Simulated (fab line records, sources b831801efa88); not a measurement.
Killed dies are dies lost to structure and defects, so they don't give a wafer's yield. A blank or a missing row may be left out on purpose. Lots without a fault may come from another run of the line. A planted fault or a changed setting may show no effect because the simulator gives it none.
Which tool did it? | flow sky130 | 9 lots, 27 wafers sampled, at 7 steps of a route of 708

WHAT THE GAUGES READ, wafer by wafer
The record holds no reading of a measuring or inspecting step that can be judged against a usual standard deviation.

WHICH TOOL RAN EACH LOT (tool, then ch and the chambers of the sampled wafers, then the start)
lot  | SKY_CONTACT_SPUTTER_23       | SKY_METAL1_SPUTTER_03        | SKY_METAL1_METAL_ETCH_19          | SKY_VIA1_ETCH_14                   | SKY_VIA1_ETCH_15                   | SKY_VIA1_STRIP_16                    | SKY_PAD_OPEN_PROBE_99
L199 | pvd_sputter-02, day 33 20:50 | pvd_sputter-01, day 33 21:34 | rie_metal-04 ch 0,1, day 35 00:20 | rie_diel-01 ch 0,2, day 36 04:16   | rie_diel-01 ch 0,2, day 36 04:19   | plasma_asher-01 ch 0,1, day 36 04:23 | -
L202 | pvd_sputter-03, day 34 13:25 | pvd_sputter-01, day 34 14:12 | rie_metal-01 ch 0,1, day 35 17:14 | rie_diel-03 ch 0,2,3, day 36 20:02 | rie_diel-03 ch 0,2,3, day 36 20:05 | plasma_asher-04 ch 0,1, day 36 20:08 | -
L204 | pvd_sputter-03, day 35 11:10 | pvd_sputter-01, day 35 11:53 | rie_metal-01 ch 0,1, day 36 13:55 | rie_diel-02 ch 0,3, day 37 16:21   | rie_diel-02 ch 0,3, day 37 16:23   | plasma_asher-04 ch 0,1, day 37 16:28 | -
L209 | pvd_sputter-02, day 36 22:32 | pvd_sputter-04, day 36 23:15 | rie_metal-03 ch 0,1, day 38 01:01 | rie_diel-03 ch 0,1,3, day 39 03:18 | rie_diel-03 ch 0,1,3, day 39 03:20 | plasma_asher-04 ch 0,1, day 39 03:23 | prober-02, day 49 17:16
L210 | pvd_sputter-02, day 37 01:00 | pvd_sputter-01, day 37 01:43 | rie_metal-01 ch 0,1, day 38 03:43 | rie_diel-02 ch 0,1,2, day 39 05:46 | rie_diel-02 ch 0,1,2, day 39 05:49 | plasma_asher-03 ch 0,1, day 39 05:52 | prober-01, day 49 17:20
L211 | pvd_sputter-03, day 37 03:31 | pvd_sputter-04, day 37 04:14 | rie_metal-04 ch 0,1, day 38 06:40 | rie_diel-03 ch 1,2, day 39 09:03   | rie_diel-03 ch 1,2, day 39 09:05   | plasma_asher-04 ch 0,1, day 39 09:10 | prober-01, day 49 19:31
L213 | pvd_sputter-03, day 38 00:01 | pvd_sputter-01, day 38 00:44 | rie_metal-03 ch 0,1, day 39 01:37 | rie_diel-02 ch 0,1,3, day 40 03:30 | rie_diel-02 ch 0,1,3, day 40 03:32 | plasma_asher-01 ch 0,1, day 40 03:35 | -
L215 | pvd_sputter-03, day 38 06:22 | pvd_sputter-04, day 38 07:05 | rie_metal-04 ch 0,1, day 39 07:49 | rie_diel-03 ch 0,2,3, day 40 09:12 | rie_diel-03 ch 0,2,3, day 40 09:14 | plasma_asher-04 ch 0,1, day 40 09:17 | -
L216 | pvd_sputter-04, day 38 16:01 | pvd_sputter-01, day 38 16:45 | rie_metal-01 ch 0,1, day 39 16:44 | rie_diel-02 ch 1,2,3, day 40 18:06 | rie_diel-02 ch 1,2,3, day 40 18:08 | plasma_asher-01 ch 0,1, day 40 18:13 | -
- SKY_CONTACT_SPUTTER_23: material TiN, target thk 20 nm, time 80 s.
- SKY_METAL1_SPUTTER_03: material Ti, target thk 5 nm, time 3.3 s.
- SKY_METAL1_METAL_ETCH_19: etches the open film in Cl2/BCl3, stops on SiO2, target depth 360 nm, time 78 s.
- SKY_VIA1_ETCH_14: etches BARC in N2/H2, stops on SiO2, time 45.9 s, target depth 60 nm.
- SKY_VIA1_ETCH_15: etches SiO2 in C4F8/O2/Ar, stops on TiN, target depth 351 nm, time 54 s.
- SKY_VIA1_STRIP_16: strips in O2/N2.
- SKY_PAD_OPEN_PROBE_99

WHAT THE TOOLS THEMSELVES READ (means of the sampled wafers that have a number; where no wafer has one, the mark that the record gives instead)
SKY_CONTACT_SPUTTER_23. Usual: throttle_valve_pct 30.4 %, standard deviation 1.1.
lot  | tool           | throttle_valve_pct (%) | flag
L199 | pvd_sputter-02 | 30.6                   |
L202 | pvd_sputter-03 | 31.0                   |
L204 | pvd_sputter-03 | 30.4                   |
L209 | pvd_sputter-02 | 30.3                   |
L210 | pvd_sputter-02 | 30.2                   |
L211 | pvd_sputter-03 | 30.7                   |
L213 | pvd_sputter-03 | 30.1                   |
L215 | pvd_sputter-03 | 31.2                   |
L216 | pvd_sputter-04 | 30.1                   |

SKY_METAL1_SPUTTER_03. Usual: throttle_valve_pct 29.8 %, standard deviation 0.85.
lot  | tool           | throttle_valve_pct (%) | flag
L199 | pvd_sputter-01 | 29.1                   |
L202 | pvd_sputter-01 | 29.0                   |
L204 | pvd_sputter-01 | 29.6                   |
L209 | pvd_sputter-04 | 29.7                   |
L210 | pvd_sputter-01 | 29.4                   |
L211 | pvd_sputter-04 | 30.1                   |
L213 | pvd_sputter-01 | 29.5                   |
L215 | pvd_sputter-04 | 29.9                   |
L216 | pvd_sputter-01 | 29.3                   |

SKY_METAL1_METAL_ETCH_19. Usual: bcl3_flow_sccm 29.99 sccm, standard deviation 0.096; bias_w 48.50 W, standard deviation 0.15; drypump_motor_current_A 5.6 A, standard deviation 0.65; he_backside_leak_sccm 3.36 sccm, standard deviation 0.2; oes_product_au 0.853 a.u., standard deviation 0.0061; throttle_valve_pct 22.265 %, standard deviation 0.0091.
lot  | tool         | bcl3_flow_sccm (sccm) | bias_w (W) | drypump_motor_current_A (A) | he_backside_leak_sccm (sccm) | oes_product_au (a.u.) | throttle_valve_pct (%) | flag
L199 | rie_metal-04 | 30.05                 | 48.61      | 5.3                         | 3.23                         | 0.852                 | 22.259                 |
L202 | rie_metal-01 | 30.06                 | 48.46      | 5.7                         | 3.41                         | 0.848                 | 22.256                 |
L204 | rie_metal-01 | 29.96                 | 48.55      | 5.7                         | 3.31                         | 0.855                 | 22.264                 |
L209 | rie_metal-03 | 30.11                 | 48.38      | 6.3                         | 3.56                         | 0.849                 | 22.270                 |
L210 | rie_metal-01 | 29.93                 | 48.43      | 5.7                         | 3.42                         | 0.853                 | 22.267                 |
L211 | rie_metal-04 | 29.95                 | 48.54      | 5.3                         | 3.13                         | 0.859                 | 22.270                 |
L213 | rie_metal-03 | 29.85                 | 48.62      | 6.3                         | 3.70                         | 0.850                 | 22.270                 |
L215 | rie_metal-04 | 29.94                 | 48.57      | 5.3                         | 3.11                         | 0.849                 | 22.263                 |
L216 | rie_metal-01 | 30.01                 | 48.41      | 5.3                         | 3.37                         | 0.852                 | 22.268                 |

SKY_VIA1_ETCH_14. Usual: bias_w 99.96 W, standard deviation 0.29; chamber_pressure_mTorr 29.999 mTorr, standard deviation 0.025; drypump_motor_current_A 5.5 A, standard deviation 0.5; oes_product_au 0.854 a.u., standard deviation 0.0048; throttle_valve_pct 13.224 %, standard deviation 0.0088.
lot  | tool        | bias_w (W) | chamber_pressure_mTorr (mTorr) | drypump_motor_current_A (A) | oes_product_au (a.u.) | throttle_valve_pct (%) | flag
L199 | rie_diel-01 | 99.89      | 29.987                         | 6.2                         | 0.859                 | 13.218                 |
L202 | rie_diel-03 | 100.20     | 29.996                         | 5.4                         | 0.849                 | 13.227                 |
L204 | rie_diel-02 | 100.14     | 29.990                         | 5.2                         | 0.862                 | 13.222                 |
L209 | rie_diel-03 | 100.02     | 29.995                         | 5.1                         | 0.852                 | 13.226                 |
L210 | rie_diel-02 | -          | -                              | -                           | -                     | -                      | OFF
L211 | rie_diel-03 | -          | -                              | -                           | -                     | -                      | OFF
L213 | rie_diel-02 | 99.81      | 30.013                         | 5.4                         | 0.855                 | 13.222                 |
L215 | rie_diel-03 | 99.76      | 30.011                         | 5.4                         | 0.856                 | 13.228                 |
L216 | rie_diel-02 | 99.94      | 29.992                         | 5.4                         | 0.851                 | 13.223                 |

SKY_VIA1_ETCH_15. Usual: bias_w 1200 W, standard deviation 3.6; chamber_pressure_mTorr 40.00 mTorr, standard deviation 0.038; oes_product_au 0.983 a.u., standard deviation 0.0058.
lot  | tool        | bias_w (W) | chamber_pressure_mTorr (mTorr) | oes_product_au (a.u.) | flag
L199 | rie_diel-01 | 1200       | 40.02                          | 0.983                 |
L202 | rie_diel-03 | 1200       | 40.02                          | 0.979                 |
L204 | rie_diel-02 | 1198       | 40.01                          | 0.987                 |
L209 | rie_diel-03 | 1199       | 40.01                          | 0.981                 |
L210 | rie_diel-02 | 1203       | 39.98                          | 0.374                 | OFF
L211 | rie_diel-03 | 1199       | 39.98                          | 0.373                 | OFF
L213 | rie_diel-02 | 1200       | 39.97                          | 0.981                 |
L215 | rie_diel-03 | 1199       | 40.02                          | 0.987                 |
L216 | rie_diel-02 | 1199       | 40.02                          | 0.985                 |

SKY_VIA1_STRIP_16. Usual: drypump_motor_current_A 5.8 A, standard deviation 0.5; oes_product_au 0.414 a.u., standard deviation 0.0048; strip_time_to_endpoint_s 4.447 s, standard deviation 0.024.
lot  | tool            | drypump_motor_current_A (A) | oes_product_au (a.u.) | strip_time_to_endpoint_s (s) | flag
L199 | plasma_asher-01 | 5.9                         | 0.417                 | 4.463                        |
L202 | plasma_asher-04 | 5.6                         | 0.415                 | 4.451                        |
L204 | plasma_asher-04 | 5.6                         | 0.416                 | 4.438                        |
L209 | plasma_asher-04 | 5.6                         | 0.411                 | 4.453                        |
L210 | plasma_asher-03 | 5.6                         | 0.435                 | 4.913                        | OFF
L211 | plasma_asher-04 | 6.0                         | 0.433                 | 4.918                        | OFF
L213 | plasma_asher-01 | 6.1                         | 0.417                 | 4.439                        |
L215 | plasma_asher-04 | 5.7                         | 0.407                 | 4.453                        |
L216 | plasma_asher-01 | 5.9                         | 0.418                 | 4.446                        |

SKY_PAD_OPEN_PROBE_99. Usual: defect_limited_yield 82.7 %, standard deviation 1.9; killed_at_M0_to_M3 43, standard deviation 6.8; killed_at_M4_up 2.9, standard deviation 1.7; killed_at_contacts 24, standard deviation 5.4; killed_at_front_end 15, standard deviation 4.8; killed_at_other 0.3, standard deviation 0.57; killed_dies 85, standard deviation 9.4; killed_on_rim 16, standard deviation 4; killed_open 47, standard deviation 7.5; killed_short 38, standard deviation 5.7; sort_bin_3_pad_short 0.8 %, standard deviation 0.37; sort_bin_5_function 10.2 %, standard deviation 1.5; sort_bin_6_memory 6.2 %, standard deviation 1.1; sort_n_pass 407, standard deviation 9.4; sort_yield_pct 82.7 %, standard deviation 1.9.
lot  | tool      | defect_limited_yield (%) | killed_at_M0_to_M3 | killed_at_M4_up | killed_at_contacts | killed_at_front_end | killed_at_other | killed_dies | killed_on_rim | killed_open | killed_short | sort_bin_3_pad_short (%) | sort_bin_5_function (%) | sort_bin_6_memory (%) | sort_n_pass | sort_yield_pct (%) | flag
L209 | prober-02 | 81.7                     | 45                 | 2.3             | 28                 | 14                  | 0.0             | 90          | 19            | 46          | 44           | 1.0                      | 10.9                    | 6.4                   | 402         | 81.7               |
L210 | prober-01 | 0.0                      | 455                | 1.0             | 21                 | 15                  | 0.7             | 492         | 96            | 45          | 35           | 0.9                      | 93.8                    | 5.3                   | 0           | 0.0                | OFF
L211 | prober-01 | 0.0                      | 450                | 1.7             | 23                 | 17                  | 0.0             | 492         | 96            | 48          | 36           | 0.7                      | 93.6                    | 5.8                   | 0           | 0.0                | OFF

THE ANSWER, worked out from the rows above alone
Rule: a lot is off if the mean of its wafers that have a number lies more than 3 standard deviations from the usual mean. A lot without any number at a reading at which 4 lots or more have one is off too. The other lots that the step has rows for count as sound. The gauges are gone through in route order, then the tools' own readings, and for those a lot's mean is taken as printed above. The first step at which some lot is off is used, and at that step the reading that is off furthest; a lot without a number counts as furthest.
Off: L210, L211, at SKY_VIA1_ETCH_14 (bias_w). Without a number there: L210, L211.
A tool fits if, at that step or a process step before it, it ran every lot that is off, and no sound lot after the first of them. None of those tried fits.

WHAT THE SIMULATOR HAD PUT IN
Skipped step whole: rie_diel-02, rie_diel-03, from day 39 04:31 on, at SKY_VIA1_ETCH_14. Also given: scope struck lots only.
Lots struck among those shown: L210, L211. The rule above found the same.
